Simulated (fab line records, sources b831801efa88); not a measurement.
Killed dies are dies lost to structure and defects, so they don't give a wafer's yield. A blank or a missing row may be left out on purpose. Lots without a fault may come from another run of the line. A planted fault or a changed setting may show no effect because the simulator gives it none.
Problem report in the 8D (eight disciplines) form, filled by code | flow sky130 | the parts of the form that need people (team, actions taken, sign-off) are left out

1. THE PROBLEM
time_to_endpoint_s at SKY_CONTACT_CMP_04 reads a mean of 62 s on 2 wafers of 1 lot; wafers without a fault read 82 s with a standard deviation of 4.3. That is -4.7 standard deviations from the usual mean.
The step: polishes SiO2.
First seen on wafer L681.3, day 36 15:06, on cmp-02. The record holds 36 wafers of 12 lots with a number at this step. Rule for "out", or "out of limits": more than 4 standard deviations from the usual mean. The other wafers with a number count as sound.

2. WHAT IT IS AND WHAT IT IS NOT
question                    | is                 | is not
which readings at this step | time_to_endpoint_s | motor_current_A
which lots                  | L681               | L662, L664, L665, L666, L667, L668, L669, L670, L671, L673, L684
which wafers of those lots  | L681.3, L681.6     | L681.1
read on which tools         | cmp-02             | cmp-01
when                        | from day 36 15:06  | up to then (31 sound wafers); but 3 sound wafers of L684 came after

3. SUSPECTS, AND WHAT RULES EACH OUT
Counting: a tool at a process step up to the reading stays a suspect if it ran every lot that is out. Sound lots after the first of them don't rule it out here, since some wafers of a struck lot are sound.
- pecvd-04 at SKY_CONTACT_CVD_00 (deposits Si3N4, target thk 75 nm): kept. It ran the lot that is out, L681 (day 36 14:52); its last sound lot up to then is L673 (day 34 09:47).
- cmp-02 at SKY_CONTACT_CMP_04 (polishes SiO2): kept. It ran the lot that is out, L681 (day 36 15:06); its last sound lot up to then is L673 (day 34 10:16). Its own readings are out on those wafers: time_to_endpoint_s.
- Within pecvd-04 at SKY_CONTACT_CVD_00: the wafers that are out ran in chamber 0; their sound lot-mates ran in chamber 1.
- Within cmp-02 at SKY_CONTACT_CMP_04: the wafers that are out ran in chamber 0; their sound lot-mates ran in chamber 3.
Left after counting: pecvd-04 at SKY_CONTACT_CVD_00, cmp-02 at SKY_CONTACT_CMP_04.

4. THE CAUSE (what the simulator had put in)
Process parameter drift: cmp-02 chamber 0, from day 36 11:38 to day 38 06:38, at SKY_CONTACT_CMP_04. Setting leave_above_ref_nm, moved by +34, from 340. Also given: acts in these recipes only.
Counting left 2 suspects, and this tool is among them.

5. THE CHAIN OF EFFECTS, in route order
Each row: a reading whose mean over the struck wafers that have a number lies more than 3 standard deviations from the usual. Only readings for which the record gives a usual standard deviation are gone through. hours: the time from each lot's start at the first step in this table that gives one to its start at this step, as a median over the lots. sigmas: the change in usual standard deviations.
hours | step                | reading            | usual      | on struck wafers | change | sigmas
0     | SKY_CONTACT_CMP_04  | time_to_endpoint_s | 82 s       | 62               | -20    | -4.7
27    | SKY_CONTACT_ETCH_17 | oes_product_au     | 0.891 a.u. | 0.941            | +0.050 | +9.4
The process steps in it:
- SKY_CONTACT_CMP_04: polishes SiO2.
- SKY_CONTACT_ETCH_17: etches SiO2 in C4F8/O2/Ar, stops on Si3N4, target depth 340 nm.

6. WHAT WOULD HAVE CAUGHT IT SOONER
In this record the first reading out of limits was taken at day 36 15:06, 3 hours after the fault began at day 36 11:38.
